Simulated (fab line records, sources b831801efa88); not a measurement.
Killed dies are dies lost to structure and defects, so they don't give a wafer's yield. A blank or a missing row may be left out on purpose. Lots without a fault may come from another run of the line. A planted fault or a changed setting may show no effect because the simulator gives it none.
fab line records | flow gf180mcu
record lots=12 wafers=36 last_day=34
route steps=602 shown V4@478 V5@544 PASSIVATION@587
lots that met no fault: from a run of the same line without faults
start_h: hours from the record's first day to the start of the lot's first wafer shown | wait_h: hours since the lot's step before | " the same as in the row above | L1.1+2: a row that stands for several wafers | - no value, or no start given | * or withheld: withheld | < > ~ a bound
route shown NAME@n: a module of which the file shows steps, and the number in the route of the first | usual: mean/standard deviation of fault-free wafers | same: alike in all rows | chamber/n: place in a boat | sites: the reading at each site | _std_site: their standard deviation | _edge_site: outer sites' mean less inner sites' | radius_mm: how far each site lies from the wafer's centre | mask NAME#n: copy n | behind: the tool/chamber that last shaped the wafer | hold: why the lot was held/for how many hours/how that ended | device: the transistor (n, p or np) that didn't switch | end of line: the same wafers' tests at the end of the route | a step without rows: its recipe alone | killed: dies lost to structure and defects at the first sort, not the wafer's yield | map: a wafer's dies, x killed, . not, _ none there
set.NAME: the setting as run; set.NAME@STEP: as run at that earlier step | model.NAME: the simulator's own value behind a step, which no gauge read
steps of the route over a sample of lots; a table a step, a row a wafer
services: from which hour (start_h, from the record's first day; less than 0 if before it) a tool's chamber was out of use, for how many hours, and why
## steps
# step GF_V4_CVD_02
# recipe material=SiO2 target_thk_nm=850 precursor=TEOS temp_c=400 time_s=94.851 rf_w=600
# usual heater_power_w=679/84
# columns lot.wafer tool chamber start_h wait_h heater_power_w
L966.2 pecvd-02 1 539.36 0.0 824
L966.4 " 2 " " 682
L966.6 " 1 " " 843
L967.2 pecvd-04 2 548.14 0.0 648
L967.4 " 1 " " 746
L967.6 " 0 " " 747
L974.1 pecvd-04 0 617.60 0.1 683
L974.2 " 1 " " 694
L974.4 " 2 " " 615
L973.1 pecvd-03 1 617.84 0.1 682
L973.3 " 0 " " 638
L973.5 " 0 " " 691
L979.2 pecvd-04 2 655.97 0.0 599
L979.3 " 0 " " 717
L979.4 " 1 " " 792
L980.1 pecvd-03 2 662.35 0.1 650
L980.3 " 0 " " 735
L980.4 " 1 " " 559
L981.1 pecvd-04 1 662.70 0.1 636
L981.2 " 2 " " 558
L981.5 " 1 " " 691
L985.2 pecvd-02 0 688.87 0.0 540
L985.3 " 2 " " 666
L985.6 " 0 " " 577
L986.1 pecvd-02 1 693.85 0.1 698
L986.3 " 2 " " 762
L986.5 " 1 " " 777
L987.2 pecvd-02 0 700.92 0.0 619
L987.3 " 1 " " 839
L987.6 " 1 " " 674
L988.3 pecvd-02 1 709.74 0.0 788
L988.5 " 2 " " 694
L988.6 " 0 " " 620
L989.3 pecvd-04 2 710.95 0.0 550
L989.5 " 2 " " 618
L989.6 " 1 " " 618
# step GF_V5_CMP_04
# recipe material=SiO2 down_force_psi=4 platen_rpm=60 pad_velocity_m_s=0.94248
# usual motor_current_A=12.1/1 retaining_ring_pressure_frac=1.000/0.0048
# columns lot.wafer tool chamber start_h wait_h motor_current_A retaining_ring_pressure_frac
L966.2 cmp-02 0 607.43 0.1 13.2 0.998
L966.4 " 1 " " 10.6 0.996
L966.6 " 2 " " 12.4 1.001
L967.2 cmp-01 2 616.93 0.1 12.5 1.007
L967.4 " 3 " " 12.4 0.995
L967.6 " 2 " " 12.3 1.002
L974.4 cmp-01 3 680.50 0.1 13.1 1.000
L974.2 " 0 " " 12.1 0.991
L974.1 " 1 " " 9.7 1.000
L973.1 cmp-01 1 681.41 0.1 10.4 0.989
L973.3 " 3 " " 13.3 1.000
L973.5 " 0 " " 12.1 1.006
L979.4 cmp-02 3 716.92 0.2 13.7 1.001
L979.3 " 1 " " 10.6 1.001
L979.2 " 2 " " 13.1 0.995
L981.2 cmp-02 3 722.92 0.1 13.7 1.001
L981.1 " 0 " " 13.1 1.003
L981.5 " 2 " " 12.1 1.004
L980.3 cmp-02 2 723.47 0.5 12.7 0.992
L980.4 " 0 " " 13.4 1.005
L980.1 " 1 " " 11.0 0.995
L985.3 cmp-01 0 745.93 0.1 11.9 1.003
L985.2 " 1 " " 10.4 0.999
L985.6 " 0 " " 13.2 1.010
L986.3 cmp-01 0 751.97 0.3 12.4 1.000
L986.1 " 3 " " 13.3 0.997
L986.5 " 0 " " 12.2 1.002
L987.3 cmp-01 0 757.64 0.0 12.2 0.995
L987.2 " 1 " " 10.2 0.998
L987.6 " 1 " " 10.7 0.995
L988.3 cmp-01 2 766.40 0.1 12.1 1.001
L988.6 " 1 " " 10.6 0.995
L988.5 " 2 " " 12.7 0.997
L989.3 cmp-01 2 767.24 0.1 12.3 0.995
L989.6 " 1 " " 10.2 1.000
L989.5 " 2 " " 12.4 0.996
# step GF_V5_ETCH_17
# recipe chemistry=C4F8/O2/Ar mask_material=KrF target=SiO2 stop_on=TiN source_w=1500 bias_w=1200 pressure_mtorr=40 c4f8_flow_sccm=withheld O2_flow_sccm=6 Ar_flow_sccm=300 time_s=withheld target_depth_a=8550
# usual bias_w=1200/3.9 chamber_pressure_mTorr=40.00/0.038 oes_product_au=0.859/0.0041
# columns lot.wafer tool chamber start_h wait_h bias_w chamber_pressure_mTorr oes_product_au
L966.2 rie_diel-03 3 - - 1203 40.06 0.866
L966.4 " 2 " " 1194 39.98 0.850
L966.6 " 2 " " 1199 40.09 0.859
L967.2 rie_diel-03 2 - - 1198 40.07 0.855
L967.4 " 0 " " 1201 39.99 0.865
L967.6 " 3 " " 1201 40.05 0.855
L974.1 rie_diel-04 1 - - 1197 39.97 0.856
L974.2 " 3 " " 1199 39.98 0.801
L974.4 " 2 " " 1201 39.99 0.859
L973.1 rie_diel-01 2 - - 1203 39.96 0.858
L973.3 " 1 " " 1199 40.06 0.856
L973.5 " 0 " " 1194 40.01 0.816
L979.2 rie_diel-03 1 - - 1197 40.03 0.859
L979.3 " 0 " " 1202 39.94 0.852
L979.4 " 1 " " 1202 39.91 0.862
L981.1 rie_diel-03 3 - - 1205 40.00 0.859
L981.2 " 1 " " 1202 40.01 0.864
L981.5 " 2 " " 1198 40.04 0.867
L980.1 rie_diel-03 1 - - 1194 39.99 0.856
L980.3 " 3 " " 1205 40.01 0.864
L980.4 " 2 " " 1209 39.99 0.865
L985.2 rie_diel-04 0 - - 1204 39.99 0.852
L985.3 " 1 " " 1199 40.00 0.855
L985.6 " 3 " " 1202 39.96 0.862
L986.1 rie_diel-04 1 - - 1203 39.95 0.860
L986.3 " 0 " " 1195 39.99 0.856
L986.5 " 0 " " 1197 40.02 0.851
L987.2 rie_diel-04 1 - - 1200 40.02 0.856
L987.3 " 0 " " 1200 40.08 0.858
L987.6 " 3 " " 1200 39.96 0.857
L988.3 rie_diel-03 2 - - 1202 40.03 0.858
L988.5 " 1 " " 1188 40.00 0.863
L988.6 " 0 " " 1200 40.00 0.858
L989.3 rie_diel-04 3 - - 1196 40.01 0.861
L989.5 " 2 " " 1198 40.05 0.858
L989.6 " 1 " " 1200 39.99 0.856
# step GF_V5_SPUTTER_22
# recipe material=TiN target_thk_nm=10 chamber_pressure_pa=5 power_w=4000 time_s=40
# usual throttle_valve_pct=29.7/0.76
# columns lot.wafer tool chamber start_h wait_h throttle_valve_pct
L966.2 pvd_sputter-01 - 628.81 0.0 30.5
L966.4 " - " " 29.5
L966.6 " - " " 29.0
L967.2 pvd_sputter-01 - 637.26 0.0 28.8
L967.4 " - " " 29.5
L967.6 " - " " 30.5
L974.1 pvd_sputter-03 - 700.31 0.0 30.2
L974.2 " - " " 30.5
L974.4 " - " " 30.9
L973.1 pvd_sputter-01 - 700.78 0.0 28.9
L973.3 " - " " 29.2
L973.5 " - " " 29.1
L979.2 pvd_sputter-03 - 736.70 0.0 28.7
L979.3 " - " " 31.0
L979.4 " - " " 30.1
L981.1 pvd_sputter-03 - 741.41 0.0 30.4
L981.2 " - " " 28.5
L981.5 " - " " 31.2
L980.1 pvd_sputter-03 - 742.81 0.0 28.5
L980.3 " - " " 30.3
L980.4 " - " " 30.3
L985.2 pvd_sputter-04 - 764.16 0.0 29.8
L985.3 " - " " 29.4
L985.6 " - " " 29.7
L986.1 pvd_sputter-01 - 770.24 0.0 29.3
L986.3 " - " " 28.8
L986.5 " - " " 29.2
L987.2 pvd_sputter-04 - 775.28 0.0 29.0
L987.3 " - " " 29.7
L987.6 " - " " 29.2
L988.3 pvd_sputter-01 - 784.05 0.0 29.4
L988.5 " - " " 28.6
L988.6 " - " " 30.7
L989.3 pvd_sputter-01 - 785.02 0.0 30.5
L989.5 " - " " 29.5
L989.6 " - " " 29.0
# step GF_PASSIVATION_CVD_00
# recipe material=SiO2 target_thk_nm=1000 precursor=TEOS temp_c=400 time_s=111.95 rf_w=600
# usual heater_power_w=640/80
# columns lot.wafer tool chamber start_h wait_h heater_power_w
L966.2 pecvd-04 2 650.21 0.0 625
L966.4 " 1 " " 703
L966.6 " 0 " " 738
L967.2 pecvd-04 1 658.69 0.0 691
L967.4 " 1 " " 739
L967.6 " 2 " " 674
L974.1 pecvd-03 2 719.78 0.0 710
L974.2 " 1 " " 679
L974.4 " 0 " " 736
L973.1 pecvd-01 1 721.35 0.0 571
L973.3 " 0 " " 660
L973.5 " 0 " " 716
L979.2 pecvd-03 0 755.38 0.0 674
L979.3 " 2 " " 588
L979.4 " 2 " " 639
L981.1 pecvd-01 2 759.85 0.0 616
L981.2 " 0 " " 622
L981.5 " 1 " " 518
L980.1 pecvd-04 2 761.63 0.0 585
L980.3 " 1 " " 763
L980.4 " 0 " " 746
L985.2 pecvd-01 2 782.42 0.0 609
L985.3 " 1 " " 438
L985.6 " 1 " " 499
L986.1 pecvd-03 1 788.04 0.0 576
L986.3 " 0 " " 646
L986.5 " 0 " " 691
L987.2 pecvd-01 1 793.13 0.0 538
L987.3 " 2 " " 624
L987.6 " 1 " " 442
L988.3 pecvd-01 0 801.10 0.0 700
L988.5 " 1 " " 517
L988.6 " 0 " " 558
L989.3 pecvd-01 2 801.63 0.0 624
L989.5 " 2 " " 638
L989.6 " 0 " " 681
## services
# columns tool chamber start_h hours kind
pecvd-01 - 516.25 0.2 repair
pecvd-03 0 517.79 8.9 repair
rie_diel-04 - 522.99 0.6 repair
pecvd-04 - 525.57 14.6 pm
pecvd-01 1 535.01 9.5 repair
pecvd-01 1 554.19 17.2 repair
rie_diel-03 1 558.63 4.6 repair
pecvd-01 - 571.84 0.8 repair
rie_diel-04 - 575.95 5.0 repair
cmp-01 - 580.80 4.0 pm
pvd_sputter-01 - 587.81 0.8 repair
pecvd-01 - 591.12 14.0 pm
pecvd-04 0 591.34 11.3 repair
pecvd-02 - 632.13 1.7 repair
cmp-01 - 657.53 4.1 pm
pecvd-04 - 657.71 0.5 repair
pecvd-01 - 696.29 6.0 pm
cmp-01 - 709.27 1.3 repair
pecvd-01 0 713.57 4.9 repair
pecvd-04 - 740.83 0.4 repair
rie_diel-03 - 769.28 1.3 repair
rie_diel-03 3 775.12 16.8 repair
pecvd-04 2 787.39 3.9 repair
cmp-01 - 792.49 2.9 pm
## key
first_sign step=GF_V5_ETCH_17 reading=oes_product_au direction=down sigmas=12 usual=0.859 struck=0.808
effect none on later readings
met_at GF_V5_CMP_04
struck_lots L973,L974
struck_wafers L973.5,L974.2
not_acting_at GF_V4_CVD_02,GF_V5_SPUTTER_22,GF_PASSIVATION_CVD_00
fault kind=process_parameter_drift tool=cmp-01 chamber=0 onset_h=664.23 steps=GF_V5_CMP_04 channel=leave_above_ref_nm offset=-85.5 shape=step end_h=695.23 acts_in=these_recipes_only stated=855
